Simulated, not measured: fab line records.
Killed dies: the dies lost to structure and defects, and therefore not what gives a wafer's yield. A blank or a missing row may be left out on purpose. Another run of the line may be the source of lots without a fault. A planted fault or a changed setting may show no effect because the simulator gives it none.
Split-lot trial + flow gf180mcu + 23 wafers read across 5 lots, on a route 602 steps long

== ON THE SPLIT ==
At GF_V3_SPUTTER_22 (material TiN, target thk 10 nm, time 40 s), the setting time_s was moved away from the recipe's 40 s on 4 of the 23 wafers read, by +8.0% to +11.6%. The other wafers ran this setting at the recipe's value.

Reading taken at the split's own step.

== THE READING ==
TiN_of_V3_SPUTTER_22.thk_nm (the simulator's own value, which no gauge read), in nm, at GF_V3_SPUTTER_22 (material TiN, target thk 10 nm, time 40 s). The file gives no usual value for it. Here, 19 wafers ran the recipe; their average is 10.062 nm with a standard deviation of 0.16 nm.

| wafer  | tool, chamber at the split | time_s as run, s | against the recipe | TiN_of_V3_SPUTTER_22.thk_nm, nm | against lot-mates on the recipe |
|--------|----------------------------|------------------|--------------------|---------------------------------|---------------------------------|
| L075.2 | pvd_sputter-02, -          | 40               | recipe             | 9.905                           | -                               |
| L075.3 | pvd_sputter-02, -          | 40               | recipe             | 10.13                           | -                               |
| L075.4 | pvd_sputter-02, -          | 40               | recipe             | 10.02                           | -                               |
| L075.5 | pvd_sputter-02, -          | 40               | recipe             | 9.929                           | -                               |
| L075.6 | pvd_sputter-02, -          | 40               | recipe             | 9.956                           | -                               |
| L078.1 | pvd_sputter-02, -          | 40               | recipe             | 10.04                           | -                               |
| L078.2 | pvd_sputter-02, -          | 43.19            | +8.0%              | 11.08                           | +0.920                          |
| L078.3 | pvd_sputter-02, -          | 43.19            | +8.0%              | 11.1                            | +0.940                          |
| L078.5 | pvd_sputter-02, -          | 40               | recipe             | 10.18                           | -                               |
| L078.6 | pvd_sputter-02, -          | 40               | recipe             | 10.26                           | -                               |
| L079.1 | pvd_sputter-03, -          | 44.65            | +11.6%             | 11.35                           | +1.323                          |
| L079.2 | pvd_sputter-03, -          | 44.65            | +11.6%             | 11.05                           | +1.023                          |
| L079.3 | pvd_sputter-03, -          | 40               | recipe             | 10.09                           | -                               |
| L079.5 | pvd_sputter-03, -          | 40               | recipe             | 10.16                           | -                               |
| L079.6 | pvd_sputter-03, -          | 40               | recipe             | 9.83                            | -                               |
| L080.2 | pvd_sputter-04, -          | 40               | recipe             | 9.848                           | -                               |
| L080.5 | pvd_sputter-04, -          | 40               | recipe             | 9.904                           | -                               |
| L080.6 | pvd_sputter-04, -          | 40               | recipe             | 9.76                            | -                               |
| L083.1 | pvd_sputter-03, -          | 40               | recipe             | 10.19                           | -                               |
| L083.2 | pvd_sputter-03, -          | 40               | recipe             | 10.34                           | -                               |
| L083.3 | pvd_sputter-03, -          | 40               | recipe             | 10.26                           | -                               |
| L083.4 | pvd_sputter-03, -          | 40               | recipe             | 10.25                           | -                               |
| L083.5 | pvd_sputter-03, -          | 40               | recipe             | 10.13                           | -                               |

THE FIT
A straight line over all 23 wafers: TiN_of_V3_SPUTTER_22.thk_nm changes by +0.107 nm for each +1% of time_s; r = +0.93; the points scatter about the line by 0.17 nm.
The same after taking each lot's own level away (the mean of its wafers on the recipe; 23 wafers): +0.106 nm for each +1%; r = +0.97; scatter 0.1 nm.
That fit puts the effect of the largest move of time_s on the reading at 1.2 nm.
The lots' own levels span 9.8373 to 10.2340 nm, that is 2.4 times the standard deviation above.
The two slopes agree, so the slope changes little with the lot-to-lot level.
Check: for one of the wafers moved furthest among these (+11.6%), held out of the fit, the line's prediction against its lot-mates is +1.18 nm. It came out at +1.32 nm against them.

== FURTHER SPLITS ON THESE WAFERS ==
Other splits were also applied to these wafers ahead of the reading. Each is held against what the fit with the lots' levels taken away leaves over:
| other split on the same wafers       | wafers away from the commonest value | r with TiN_of_V3_SPUTTER_22.thk_nm (lot level and that fit taken away) |
|--------------------------------------|--------------------------------------|------------------------------------------------------------------------|
| GF_M3_SPUTTER_02 chamber_pressure_pa | 18                                   | -0.16                                                                  |
| GF_V3_CVD_00 sih4_flow_sccm          | 9                                    | +0.21                                                                  |

== THE FILE'S OWN FIT ==
TiN_of_V3_SPUTTER_22.thk_nm changes by +0.106 nm for each +1% of time_s, r = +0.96.
